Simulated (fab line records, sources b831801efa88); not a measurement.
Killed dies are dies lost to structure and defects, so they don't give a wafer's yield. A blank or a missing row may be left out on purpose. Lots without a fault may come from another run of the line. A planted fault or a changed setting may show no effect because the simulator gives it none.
Which tool did it? | flow sky130 | 11 lots, 33 wafers sampled, at 7 steps of a route of 708

WHAT THE GAUGES READ, wafer by wafer
SKY_POLY_CUT_CD_MEAS_08: target cd 270 nm. Usual: cd_nm 270.3 nm, standard deviation 1.4.
lot  | measured     | on        | cd_nm (nm)        | flag
L257 | day 25 16:03 | cd_sem-01 | 269.2 269.3 269.3 |
L258 | day 25 19:36 | cd_sem-02 | 269.8 270.2 271.0 |
L261 | day 26 17:43 | cd_sem-02 | 269.9 271.2 270.1 |
L263 | day 27 12:33 | cd_sem-02 | 272.2 272.8 272.4 |
L264 | day 27 18:04 | cd_sem-01 | 269.5 269.9 269.7 |
L266 | day 28 13:13 | cd_sem-02 | 269.8 270.2 270.6 |
L267 | day 28 23:41 | cd_sem-01 | 269.4 269.2 268.5 |
L269 | day 29 20:23 | cd_sem-01 | 270.9 271.6 272.2 |
L275 | day 31 11:02 | cd_sem-02 | 270.1 270.2 271.5 |
L277 | day 31 17:56 | cd_sem-02 | 268.7 269.0 270.2 |
L279 | day 32 07:37 | cd_sem-02 | 271.5 271.7 272.9 |

SKY_LI_CONTACT_RS_MEAS_22: measures by four-point-probe. Usual: LI_CONTACT_W_RS 0.287 ohm/sq, standard deviation 0.0032.
lot  | measured     | on            | LI_CONTACT_W_RS (ohm/sq) | flag
L257 | day 30 15:02 | film_metro-02 | 0.290 0.286 0.290        |
L258 | day 30 17:53 | film_metro-03 | 0.286 0.286 0.283        |
L261 | day 31 14:07 | film_metro-03 | 0.285 0.285 0.289        |
L263 | day 32 11:03 | film_metro-02 | 0.287 0.289 0.285        |
L264 | day 32 16:36 | film_metro-03 | 0.283 0.284 0.282        |
L266 | day 33 08:42 | film_metro-02 | 0.291 0.292 0.290        |
L267 | day 33 18:11 | film_metro-01 | 0.288 0.282 0.288        |
L269 | day 34 14:19 | film_metro-02 | 0.286 0.286 0.287        |
L275 | day 36 03:58 | film_metro-01 | 0.285 0.288 0.287        |
L277 | day 36 11:32 | film_metro-02 | 0.405 0.389 0.407        | OFF
L279 | day 36 23:04 | film_metro-03 | 0.395 0.385 0.398        | OFF

SKY_LI_CONTACT_THK_MEAS_23: measures by xrf. Usual: LI_CONTACT_W_THK 409 nm, standard deviation 8.3.
lot  | measured     | on            | LI_CONTACT_W_THK (nm) | flag
L257 | day 30 15:08 | film_metro-02 | 405 415 408           |
L258 | day 30 17:59 | film_metro-03 | 420 420 423           |
L261 | day 31 14:14 | film_metro-03 | 417 417 411           |
L263 | day 32 11:09 | film_metro-02 | 410 408 414           |
L264 | day 32 16:43 | film_metro-03 | 422 424 423           |
L266 | day 33 08:49 | film_metro-02 | 405 404 405           |
L267 | day 33 18:17 | film_metro-01 | 405 415 409           |
L269 | day 34 14:25 | film_metro-02 | 417 414 416           |
L275 | day 36 04:05 | film_metro-01 | 406 402 399           |
L277 | day 36 11:38 | film_metro-02 | 288 300 287           | OFF
L279 | day 36 23:11 | film_metro-03 | 300 310 299           | OFF

SKY_CONTACT_THK_MEAS_26: measures by xrf. Usual: CONTACT_W_THK 353 nm, standard deviation 7.3.
lot  | measured     | on            | CONTACT_W_THK (nm) | flag
L257 | day 33 02:26 | film_metro-04 | 343 347 343        |
L258 | day 33 04:33 | film_metro-03 | 351 352 354        |
L261 | day 34 01:07 | film_metro-03 | 361 357 362        |
L263 | day 34 21:41 | film_metro-02 | 360 361 355        |
L264 | day 35 02:50 | film_metro-04 | 344 339 342        |
L266 | day 35 18:07 | film_metro-04 | 346 338 343        |
L267 | day 36 02:32 | film_metro-03 | 359 358 354        |
L269 | day 36 23:47 | film_metro-02 | 350 358 351        |
L275 | day 38 11:55 | film_metro-02 | 347 353 352        |
L277 | day 38 19:40 | film_metro-02 | 351 345 351        |
L279 | day 39 05:59 | film_metro-03 | 362 359 362        |

WHICH TOOL RAN EACH LOT (tool, then ch and the chambers of the sampled wafers, then the start)
lot  | SKY_LI_CONTACT_CVD_21         | SKY_LI_CONTACT_CMP_24         | SKY_CONTACT_CVD_00
L257 | cvd_w-02 ch 0,1, day 30 14:53 | cmp-02 ch 0,1,2, day 30 15:11 | pecvd-02 ch 0,2, day 31 20:54
L258 | cvd_w-02 ch 0,1, day 30 17:46 | cmp-01 ch 0,2, day 30 18:05   | pecvd-03 ch 0,1, day 31 22:25
L261 | cvd_w-02 ch 0,1, day 31 14:00 | cmp-01 ch 2,3, day 31 14:21   | pecvd-02 ch 0,1,2, day 32 19:52
L263 | cvd_w-01 ch 0,1, day 32 10:56 | cmp-01 ch 0,2, day 32 11:14   | pecvd-02 ch 1,2, day 33 16:41
L264 | cvd_w-01 ch 0, day 32 16:29   | cmp-02 ch 0,1,3, day 32 17:04 | pecvd-03 ch 0,2, day 33 21:41
L266 | cvd_w-02 ch 0, day 33 08:27   | cmp-01 ch 1,3, day 33 08:56   | pecvd-02 ch 0,1,2, day 34 12:48
L267 | cvd_w-01 ch 0,1, day 33 18:02 | cmp-02 ch 0,1,3, day 33 18:20 | pecvd-04 ch 0,2, day 34 21:56
L269 | cvd_w-01 ch 0,1, day 34 14:11 | cmp-02 ch 1,2,3, day 34 14:32 | pecvd-03 ch 0,1,2, day 35 19:04
L275 | cvd_w-01 ch 0,1, day 36 03:50 | cmp-01 ch 1,2,3, day 36 04:21 | pecvd-03 ch 0,1,2, day 37 07:29
L277 | cvd_w-02 ch 0,1, day 36 11:23 | cmp-02 ch 0,3, day 36 11:41   | pecvd-03 ch 0,1, day 37 15:10
L279 | cvd_w-02 ch 0,1, day 36 22:56 | cmp-02 ch 0,2,3, day 36 23:17 | pecvd-03 ch 0,1,2, day 38 02:49
- SKY_LI_CONTACT_CVD_21: deposits W, target thk 400 nm, time 120.56 s.
- SKY_LI_CONTACT_CMP_24: polishes, stops on PSG, t overpolish 20 s, target thk 0 nm.
- SKY_CONTACT_CVD_00: deposits Si3N4, target thk 75 nm.

WHAT THE TOOLS THEMSELVES READ (means of the sampled wafers that have a number; where no wafer has one, the mark that the record gives instead)
SKY_LI_CONTACT_CVD_21. Usual: heater_power_w 819 W, standard deviation 60; susceptor_temp_C 399.96 C, standard deviation 0.23.
lot  | tool     | heater_power_w (W) | susceptor_temp_C (C) | flag
L257 | cvd_w-02 | 834                | 400.26               |
L258 | cvd_w-02 | 803                | 400.27               |
L261 | cvd_w-02 | 804                | 399.95               |
L263 | cvd_w-01 | 845                | 399.94               |
L264 | cvd_w-01 | 748                | 400.21               |
L266 | cvd_w-02 | 873                | 399.87               |
L267 | cvd_w-01 | 846                | 399.89               |
L269 | cvd_w-01 | 839                | 400.00               |
L275 | cvd_w-01 | 842                | 399.87               |
L277 | cvd_w-02 | 756                | 382.52               | OFF
L279 | cvd_w-02 | 755                | 382.55               | OFF

SKY_LI_CONTACT_CMP_24. Usual: motor_current_A 10.6 A, standard deviation 0.73; time_to_endpoint_s 96 s, standard deviation 3.6.
lot  | tool   | motor_current_A (A) | time_to_endpoint_s (s) | flag
L257 | cmp-02 | 10.0                | 94                     |
L258 | cmp-01 | 10.3                | 95                     |
L261 | cmp-01 | 10.8                | 97                     |
L263 | cmp-01 | 10.5                | 97                     |
L264 | cmp-02 | 10.1                | 95                     |
L266 | cmp-01 | 11.3                | 98                     |
L267 | cmp-02 | 10.4                | 95                     |
L269 | cmp-02 | 10.2                | 95                     |
L275 | cmp-01 | 10.9                | 95                     |
L277 | cmp-02 | 10.3                | 71                     | OFF
L279 | cmp-02 | 9.9                 | 72                     | OFF

SKY_CONTACT_CVD_00. Usual: heater_power_w 716 W, standard deviation 70; susceptor_temp_C 399.98 C, standard deviation 0.24.
lot  | tool     | heater_power_w (W) | susceptor_temp_C (C) | flag
L257 | pecvd-02 | 740                | 400.25               |
L258 | pecvd-03 | 752                | 399.99               |
L261 | pecvd-02 | 749                | 399.92               |
L263 | pecvd-02 | 819                | 399.85               |
L264 | pecvd-03 | 707                | 399.90               |
L266 | pecvd-02 | 760                | 400.16               |
L267 | pecvd-04 | 671                | 399.88               |
L269 | pecvd-03 | 684                | 399.87               |
L275 | pecvd-03 | 725                | 399.95               |
L277 | pecvd-03 | 754                | 399.97               |
L279 | pecvd-03 | 700                | 399.97               |

THE ANSWER, worked out from the rows above alone
Rule: a lot is off if the mean of its wafers that have a number lies more than 3 standard deviations from the usual mean. A lot without any number at a reading at which 4 lots or more have one is off too. The other lots that the step has rows for count as sound. The gauges are gone through in route order, then the tools' own readings, and for those a lot's mean is taken as printed above. The first step at which some lot is off is used, and at that step the reading that is off furthest; a lot without a number counts as furthest.
Off: L277, L279, at SKY_LI_CONTACT_RS_MEAS_22 (LI_CONTACT_W_RS).
A tool fits if, at a process step before that reading, it ran every lot that is off, and no sound lot after the first of them. The gauges at SKY_LI_CONTACT_RS_MEAS_22 aren't tried: what is off there is off at SKY_LI_CONTACT_CVD_21 too, on other tools, and a gauge's error can't cause that. One fits: cvd_w-02 at SKY_LI_CONTACT_CVD_21. Its last sound lot is L266 (day 33 08:27), its first lot that is off L277 (day 36 11:23): a fault that began between those two fits.
The tool's own readings at SKY_LI_CONTACT_CVD_21 bear it out: on the lots that are off they differ by more than 5 times the standard deviation of the sound lots' means. susceptor_temp_C reads 382.53 C there against 400.03 C on the sound lots.

WHAT THE SIMULATOR HAD PUT IN
Process parameter drift: cvd_w-02, from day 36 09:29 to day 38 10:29, at SKY_LI_CONTACT_CVD_21. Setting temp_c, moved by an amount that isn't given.
Lots struck among those shown: L277, L279. The rule above found the same.
